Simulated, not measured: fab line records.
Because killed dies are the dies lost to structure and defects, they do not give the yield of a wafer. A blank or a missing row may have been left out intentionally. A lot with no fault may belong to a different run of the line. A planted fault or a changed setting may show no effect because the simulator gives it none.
fab line records ; flow sky130
[record] lots = 10; wafers = 30; lastDay = 50
route steps=708 shown METAL3@536 CAPM@549 PAD_OPEN@708
lots with no fault: from the same line, run without faults
startH: hours from the record's opening day to when the first of the lot's shown wafers began ; waitH: hours elapsed since this lot's preceding step ; " repeats the value in the row above ; L1.1+2: one row covering several wafers at once ; - no value, or no start given ; * or withheld: withheld ; < > ~ a bound
route shown NAME@n: NAME is a module with steps in the file, n the number in the route of the first one ; usual: average and standard deviation across the fault-free wafers ; same: alike in all rows ; chamber/n: place in a boat ; sites: the reading at each site ; _std_site: the values' standard deviation ; _edge_site: outer sites' mean less inner sites' ; radiusMm: for every site, how far away it sits from the centre of the wafer ; mask NAME#n: copy n ; behind: the last tool/chamber to shape the wafer ; hold: cause of the lot's hold/its duration in hours/its outcome ; device: names the non-switching transistor (n, p or np) ; end of line: the same wafers' tests at the end of the route ; step lacking rows: just its recipe ; killed: at the first sort, the dies lost to defects and structure; wafer yield is something else ; map: shows each die of a wafer: x if killed, . if not, _ if none is there
set.NAME: the setting that was run; set.NAME@STEP: the one run at that earlier step ; model.NAME: the simulator's own value behind a step, which no gauge read
a sample of lots followed through the steps of the route, with each step as a table and each wafer as a row
services: from which hour (startH, from the record's first day; less than 0 if before it) a tool's chamber was out of use, for how many hours, and why
[[steps]]
[step SKY_METAL3_SPUTTER_04]
[recipe] material = TiN; targetThkNm = 70; powerW = 6500; timeS = 58.3; chamberPressurePa = 0.4
[usual] cathodeDcPowerW = 6499.8/1.1; throttleValvePct = 30.2/1.2
lot.wafer;tool;chamber;startH;waitH;cathodeDcPowerW;throttleValvePct
L891.2;pvdSputter-01;-;865.81;0.0;6498.2;31.4
L891.3;pvdSputter-01;-;865.81;0.0;6500.3;29.5
L891.6;pvdSputter-01;-;865.81;0.0;6501.3;29.4
L899.1;pvdSputter-01;-;923.47;0.0;6499.3;31.4
L899.3;pvdSputter-01;-;923.47;0.0;6500.3;30.6
L899.6;pvdSputter-01;-;923.47;0.0;6502.1;31.5
L900.1;pvdSputter-03;-;930.55;0.0;6498.9;29.6
L900.4;pvdSputter-03;-;930.55;0.0;6502.1;30.0
L900.6;pvdSputter-03;-;930.55;0.0;6498.3;30.1
L903.2;pvdSputter-02;-;953.68;0.0;6498.6;30.6
L903.5;pvdSputter-02;-;953.68;0.0;6497.1;28.4
L903.6;pvdSputter-02;-;953.68;0.0;6499.0;31.1
L906.1;pvdSputter-01;-;969.79;0.0;6502.3;31.6
L906.2;pvdSputter-01;-;969.79;0.0;6497.7;28.0
L906.5;pvdSputter-01;-;969.79;0.0;6499.9;30.6
L905.1;pvdSputter-01;-;970.70;0.0;6499.1;28.3
L905.2;pvdSputter-01;-;970.70;0.0;6499.0;30.7
L905.5;pvdSputter-01;-;970.70;0.0;6500.7;29.9
L907.1;pvdSputter-03;-;996.75;0.0;6500.9;32.5
L907.3;pvdSputter-03;-;996.75;0.0;6501.0;30.5
L907.6;pvdSputter-03;-;996.75;0.0;6498.8;30.5
L910.4;pvdSputter-01;-;999.91;0.0;6499.6;30.3
L910.5;pvdSputter-01;-;999.91;0.0;6500.2;30.6
L910.6;pvdSputter-01;-;999.91;0.0;6499.2;29.7
L911.1;pvdSputter-02;-;1001.49;0.0;6498.0;29.4
L911.2;pvdSputter-02;-;1001.49;0.0;6498.0;30.9
L911.3;pvdSputter-02;-;1001.49;0.0;6499.9;28.5
L912.3;pvdSputter-03;-;1005.69;0.0;6499.2;29.8
L912.5;pvdSputter-03;-;1005.69;0.0;6500.0;32.6
L912.6;pvdSputter-03;-;1005.69;0.0;6499.2;30.1
[step SKY_CAPM_OVL_MEAS_12]
[usual] CAPM_OVL = 0.5/1.3
lot.wafer;tool;chamber;startH;waitH;CAPM_OVL[nm]
L891.2;overlay-02;-;892.67;0.1;0.0
L891.3;overlay-02;-;892.67;0.1;1.6
L891.6;overlay-02;-;892.67;0.1;3.0
L899.1;overlay-01;-;949.12;0.1;0.2
L899.3;overlay-01;-;949.12;0.1;-1.1
L899.6;overlay-01;-;949.12;0.1;-0.4
L900.1;overlay-02;-;954.27;0.1;0.2
L900.4;overlay-02;-;954.27;0.1;-1.5
L900.6;overlay-02;-;954.27;0.1;-0.6
L903.2;overlay-02;-;977.54;0.1;1.3
L903.5;overlay-02;-;977.54;0.1;-0.1
L903.6;overlay-02;-;977.54;0.1;0.3
L906.1;overlay-01;-;993.13;0.1;-0.5
L906.2;overlay-01;-;993.13;0.1;0.0
L906.5;overlay-01;-;993.13;0.1;3.2
L905.1;overlay-01;-;994.52;0.1;0.4
L905.2;overlay-01;-;994.52;0.1;0.2
L905.5;overlay-01;-;994.52;0.1;-1.3
L907.1;overlay-01;-;1019.47;0.1;1.4
L907.3;overlay-01;-;1019.47;0.1;0.3
L907.6;overlay-01;-;1019.47;0.1;0.5
L910.4;overlay-02;-;1022.80;0.1;0.6
L910.5;overlay-02;-;1022.80;0.1;1.0
L910.6;overlay-02;-;1022.80;0.1;1.5
L911.1;overlay-02;-;1024.38;0.1;1.0
L911.2;overlay-02;-;1024.38;0.1;3.4
L911.3;overlay-02;-;1024.38;0.1;3.9
L912.3;overlay-02;-;1028.89;0.1;0.9
L912.5;overlay-02;-;1028.89;0.1;-0.4
L912.6;overlay-02;-;1028.89;0.1;1.9
[step SKY_CAPM_STRIP_14]
[recipe] chemistry = O2/N2; powerW = 1400; pressureMtorr = 1500; platenTempC = withheld; o2FlowSccm = 3000; n2FlowSccm = 300; overashFraction = 0.5
[usual] drypumpMotorCurrentA = 6.1/0.53; oesProductAu = 0.709/0.0042; stripTimeToEndpointS = 12.66/0.05
lot.wafer;tool;chamber;startH;waitH;drypumpMotorCurrentA;oesProductAu;rfHoursCounterH;stripTimeToEndpointS
L891.2;plasmaAsher-04;1;892.78;0.1;5.8;0.709;106;12.58
L891.3;plasmaAsher-04;0;892.78;0.1;6.5;0.708;-;12.63
L891.6;plasmaAsher-04;0;892.78;0.1;6.6;0.707;-;12.65
L899.1;plasmaAsher-04;0;949.23;0.1;6.5;0.713;112;12.68
L899.3;plasmaAsher-04;1;949.23;0.1;5.7;0.706;-;12.56
L899.6;plasmaAsher-04;1;949.23;0.1;5.8;0.711;-;12.69
L900.1;plasmaAsher-01;1;954.38;0.1;6.4;0.710;85;12.59
L900.4;plasmaAsher-01;1;954.38;0.1;6.4;0.704;-;12.69
L900.6;plasmaAsher-01;1;954.38;0.1;6.4;0.714;-;12.68
L903.2;plasmaAsher-02;1;977.64;0.1;5.5;0.709;55;12.67
L903.5;plasmaAsher-02;0;977.64;0.1;6.8;0.709;-;12.64
L903.6;plasmaAsher-02;1;977.64;0.1;5.5;0.714;-;12.66
L906.1;plasmaAsher-02;0;993.32;0.1;6.8;0.704;56;12.68
L906.2;plasmaAsher-02;1;993.32;0.1;5.5;0.704;56;12.68
L906.5;plasmaAsher-02;0;993.32;0.1;6.8;0.707;-;12.66
L905.1;plasmaAsher-01;0;994.63;0.1;5.4;0.704;89;12.71
L905.2;plasmaAsher-01;1;994.63;0.1;6.4;0.705;89;12.70
L905.5;plasmaAsher-01;1;994.63;0.1;6.4;0.710;-;12.74
L907.1;plasmaAsher-04;0;1019.58;0.1;6.6;0.705;119;12.64
L907.3;plasmaAsher-04;0;1019.58;0.1;6.6;0.711;-;12.62
L907.6;plasmaAsher-04;1;1019.58;0.1;5.8;0.707;-;12.63
L910.4;plasmaAsher-04;1;1022.93;0.1;5.7;0.710;-;12.74
L910.5;plasmaAsher-04;0;1022.93;0.1;6.5;0.709;-;12.73
L910.6;plasmaAsher-04;1;1022.93;0.1;5.8;0.715;-;12.69
L911.1;plasmaAsher-02;0;1024.49;0.1;6.8;0.709;61;12.69
L911.2;plasmaAsher-02;1;1024.49;0.1;5.5;0.714;61;12.70
L911.3;plasmaAsher-02;0;1024.49;0.1;6.8;0.701;-;12.69
L912.3;plasmaAsher-04;0;1029.03;0.1;6.5;0.710;-;12.69
L912.5;plasmaAsher-04;1;1029.03;0.1;5.8;0.703;-;12.64
L912.6;plasmaAsher-04;0;1029.03;0.1;6.6;0.712;-;12.64
[step SKY_METAL3_ETCH_16]
[recipe] chemistry = N2/H2; target = BARC; ionEnergyEv = 200; biasW = 100; pressureMtorr = 30; n2FlowSccm = 100; h2FlowSccm = 200; icpW = 500; stopOn = SiO2; timeS = 88.2; targetDepthA = 600
[usual] drypumpMotorCurrentA = 5.71/0.27; oesProductAu = 0.626/0.0046; throttleValvePct = 13.205/0.0085
lot.wafer;tool;chamber;startH;waitH;drypumpMotorCurrentA;oesProductAu;rfHoursCounterH;throttleValvePct
L891.2;rieMetal-03;0;918.86;0.0;5.66;0.625;15;13.207
L891.3;rieMetal-03;0;918.86;0.0;5.67;0.629;-;13.194
L891.6;rieMetal-03;0;918.86;0.0;5.67;0.628;-;13.216
L899.1;rieMetal-03;1;973.30;0.0;5.82;0.626;3;13.201
L899.3;rieMetal-03;1;973.30;0.0;5.82;0.625;-;13.202
L899.6;rieMetal-03;1;973.30;0.0;5.81;0.622;-;13.200
L900.1;rieMetal-04;1;979.05;0.0;6.07;0.635;15;13.202
L900.4;rieMetal-04;1;979.05;0.0;6.03;0.635;-;13.210
L900.6;rieMetal-04;1;979.05;0.0;6.02;0.633;-;13.211
L903.2;rieMetal-03;1;1001.55;0.0;5.79;0.620;4;13.210
L903.5;rieMetal-03;1;1001.55;0.0;5.81;0.622;-;13.203
L903.6;rieMetal-03;0;1001.55;0.0;5.69;0.626;-;13.211
L906.1;rieMetal-04;1;1016.87;0.0;6.05;0.625;17;13.188
L906.2;rieMetal-04;0;1016.87;0.0;5.57;0.626;3;13.201
L906.5;rieMetal-04;1;1016.87;0.0;6.04;0.634;-;13.209
L905.1;rieMetal-01;0;1018.65;0.0;5.07;0.628;16;13.206
L905.2;rieMetal-01;1;1018.65;0.0;5.65;0.633;4;13.212
L905.5;rieMetal-01;0;1018.65;0.0;5.07;0.630;-;13.202
L907.1;rieMetal-03;0;1042.21;0.0;5.70;0.620;21;13.193
L907.3;rieMetal-03;1;1042.21;0.0;5.81;0.621;-;13.190
L907.6;rieMetal-03;0;1042.21;0.0;5.67;0.631;-;13.202
L910.4;rieMetal-04;1;1046.34;0.0;6.04;0.627;-;13.197
L910.5;rieMetal-04;0;1046.34;0.0;5.57;0.625;-;13.217
L910.6;rieMetal-04;1;1046.34;0.0;6.04;0.627;-;13.207
L911.1;rieMetal-03;1;1048.04;0.0;5.80;0.622;7;13.194
L911.2;rieMetal-03;0;1048.04;0.0;5.66;0.624;21;13.203
L911.3;rieMetal-03;0;1048.04;0.0;5.65;0.631;-;13.211
L912.3;rieMetal-04;0;1051.85;0.0;5.54;0.621;-;13.210
L912.5;rieMetal-04;1;1051.85;0.0;6.05;0.621;-;13.201
L912.6;rieMetal-04;0;1051.85;0.0;5.56;0.623;-;13.201
[step SKY_METAL3_METAL_ETCH_18]
[recipe] targetDepthA = 8450; stopOn = SiO2; overEtchFrac = 0.3; timeS = 183.1; chemistry = Cl2/BCl3; resistSidewallDeg = 88; pressureMtorr = 10; icpW = 900; biasW = 48.5; Cl2_flow_sccm = 60; bcl3FlowSccm = 30
[usual] drypumpMotorCurrentA = 5.6/0.32; oesProductAu = 0.861/0.0074; throttleValvePct = 22.265/0.0091
lot.wafer;tool;chamber;startH;waitH;drypumpMotorCurrentA;oesProductAu;rfHoursCounterH;throttleValvePct
L891.2;rieMetal-01;0;919.03;0.1;5.1;0.869;-;22.275
L891.3;rieMetal-01;0;919.03;0.1;5.1;0.860;-;22.257
L891.6;rieMetal-01;0;919.03;0.1;5.1;0.857;-;22.254
L899.1;rieMetal-01;1;973.42;0.0;5.6;0.866;2;22.277
L899.3;rieMetal-01;0;973.42;0.0;5.1;0.849;-;22.273
L899.6;rieMetal-01;0;973.42;0.0;5.1;0.863;-;22.270
L900.1;rieMetal-03;0;979.17;0.0;5.7;0.869;18;22.258
L900.4;rieMetal-03;0;979.17;0.0;5.7;0.867;-;22.263
L900.6;rieMetal-03;0;979.17;0.0;5.7;0.865;-;22.271
L903.2;rieMetal-04;0;1001.67;0.0;5.5;0.854;2;22.259
L903.5;rieMetal-04;0;1001.67;0.0;5.6;0.856;-;22.280
L903.6;rieMetal-04;1;1001.67;0.0;6.0;0.856;-;22.260
L906.1;rieMetal-03;0;1016.99;0.0;5.7;0.872;20;22.256
L906.2;rieMetal-03;1;1016.99;0.0;5.8;0.883;5;22.277
L906.5;rieMetal-03;1;1016.99;0.0;5.8;0.861;-;22.254
L905.1;rieMetal-04;0;1018.77;0.0;5.5;0.899;3;22.263
L905.2;rieMetal-04;1;1018.77;0.0;6.0;0.865;17;22.269
L905.5;rieMetal-04;0;1018.77;0.0;5.6;0.872;-;22.277
L907.1;rieMetal-01;0;1042.32;0.0;5.1;0.866;18;22.271
L907.3;rieMetal-01;1;1042.32;0.0;5.6;0.864;-;22.262
L907.6;rieMetal-01;1;1042.32;0.0;5.6;0.864;-;22.275
L910.4;rieMetal-03;1;1046.48;0.1;5.8;0.869;-;22.265
L910.5;rieMetal-03;0;1046.48;0.1;5.6;0.869;-;22.264
L910.6;rieMetal-03;1;1046.48;0.1;5.8;0.885;-;22.261
L911.1;rieMetal-04;0;1048.16;0.0;5.6;0.874;5;22.255
L911.2;rieMetal-04;1;1048.16;0.0;6.0;0.865;19;22.259
L911.3;rieMetal-04;1;1048.16;0.0;6.1;0.847;-;22.268
L912.3;rieMetal-01;0;1052.00;0.1;5.1;0.856;-;22.260
L912.5;rieMetal-01;0;1052.00;0.1;5.1;0.857;-;22.261
L912.6;rieMetal-01;1;1052.00;0.1;5.6;0.859;-;22.264
[step SKY_PAD_OPEN_PROBE_99]
[usual] defectLimitedYield = 82.3/1.7; killed_at_M0_to_M3 = 43/6.8; killed_at_M4_up = 3.3/1.8; killedAtContacts = 25/5.9; killedAtFrontEnd = 16/4.2; killedAtOther = 0.3/0.69; killedDies = 87/8.6; killedOpen = 48/6.3; killedShort = 39/5.3; sort_bin_3_pad_short = 0.9/0.38; sort_bin_5_function = 10.5/1.4; sort_bin_6_memory = 6.4/1.1; sortNPass = 405/8.6; sortYieldPct = 82.3/1.7
[same] grossDies = 492; killedAtBackSide = 0; sort_bin_4_leakage[%] = 0; sort_bin_8_speed[%] = 0
lot.wafer;tool;chamber;startH;waitH;defectLimitedYield[%];killed_at_M0_to_M3;killed_at_M4_up;killedAtContacts;killedAtFrontEnd;killedAtOther;killedDies;killedOpen;killedShort;sort_bin_3_pad_short[%];sort_bin_5_function[%];sort_bin_6_memory[%];sortNPass;sortYieldPct[%]
L903.2;prober-01;-;1157.65;0.1;82.7;43;4;18;19;1;85;46;39;1.0;10.0;6.3;407;82.7
L903.5;prober-01;-;1157.80;0.2;81.7;51;0;29;10;0;90;48;42;0.6;10.0;7.7;402;81.7
L903.6;prober-01;-;1157.85;0.2;80.5;50;5;25;16;0;96;55;41;0.4;12.0;7.1;396;80.5
// killed by level:class
L903.2 VIA2:geometricParticle:open=11 VIA1:geometricParticle:open=10 VIA1:geometricParticle:short=9 LI_CONTACT:geometricParticle:open=8 FIELD_ISO:geometricParticle:short=7 CONTACT:geometricParticle:open=5 FIELD_ISO:geometricParticle:open=4 CONTACT:geometricParticle:short=3
L903.5 VIA1:geometricParticle:open=14 CONTACT:geometricParticle:open=14 VIA1:geometricParticle:short=10 LI_CONTACT:geometricParticle:open=8 METAL2:geometricParticle:short=6 METAL1:geometricParticle:short=6 VIA3:geometricParticle:open=5 LI_CONTACT:geometricParticle:short=4
L903.6 VIA1:geometricParticle:open=16 CONTACT:geometricParticle:open=9 LI_CONTACT:geometricParticle:open=8 METAL1:geometricParticle:short=8 VIA1:geometricParticle:short=5 VIA2:geometricParticle:short=5 METAL4:geometricParticle:short=5 FIELD_ISO:geometricParticle:short=4
[[services]]
tool;chamber;startH;hours;kind
plasmaAsher-04;-;855.31;5.0;repair
plasmaAsher-01;-;858.51;0.8;repair
plasmaAsher-01;-;866.78;2.3;repair
rieMetal-03;1;879.77;-;clean
rieMetal-03;1;879.77;19.4;scheduledDown
rieMetal-03;1;879.77;19.4;ventCycle
rieMetal-04;-;888.36;0.8;repair
rieMetal-03;1;900.15;13.4;repair
pvdSputter-03;-;905.08;4.4;repair
rieMetal-03;0;909.25;1.6;repair
rieMetal-01;1;917.40;-;clean
rieMetal-01;1;917.40;21.2;scheduledDown
rieMetal-01;1;917.40;21.2;ventCycle
pvdSputter-03;-;922.13;2.1;repair
pvdSputter-01;1;923.52;-;consumableReplace:kit
pvdSputter-01;1;923.52;18.0;scheduledDown
pvdSputter-01;1;923.52;18.0;ventCycle
rieMetal-04;0;933.39;-;clean
rieMetal-04;0;933.39;30.3;scheduledDown
rieMetal-04;0;933.39;30.3;ventCycle
plasmaAsher-02;-;949.92;2.8;pm
plasmaAsher-01;-;951.16;2.2;repair
plasmaAsher-04;-;958.17;13.8;repair
plasmaAsher-01;-;1016.83;14.6;pm
[[key]]
[firstSign] step = SKY_METAL3_METAL_ETCH_18; reading = oesProductAu; direction = up; sigmas = 4.2; usual = 0.861; struck = 0.892
effect none on later readings
metAt SKY_METAL3_SPUTTER_04
struckLots L905,L910
struckWafers L905.1,L910.6
notActingAt SKY_CAPM_OVL_MEAS_12,SKY_CAPM_STRIP_14,SKY_METAL3_ETCH_16
onsetBetween 969.79 970.70
[fault] kind = processParameterDrift; tool = pvdSputter-01; chamber = -; onsetH = 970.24; steps = SKY_METAL3_SPUTTER_04; channel = targetThkNm; offset = 36.155; shape = step; endH = 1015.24; scope = struckWafersOnly; actsIn = theseRecipesOnly; stated = 70
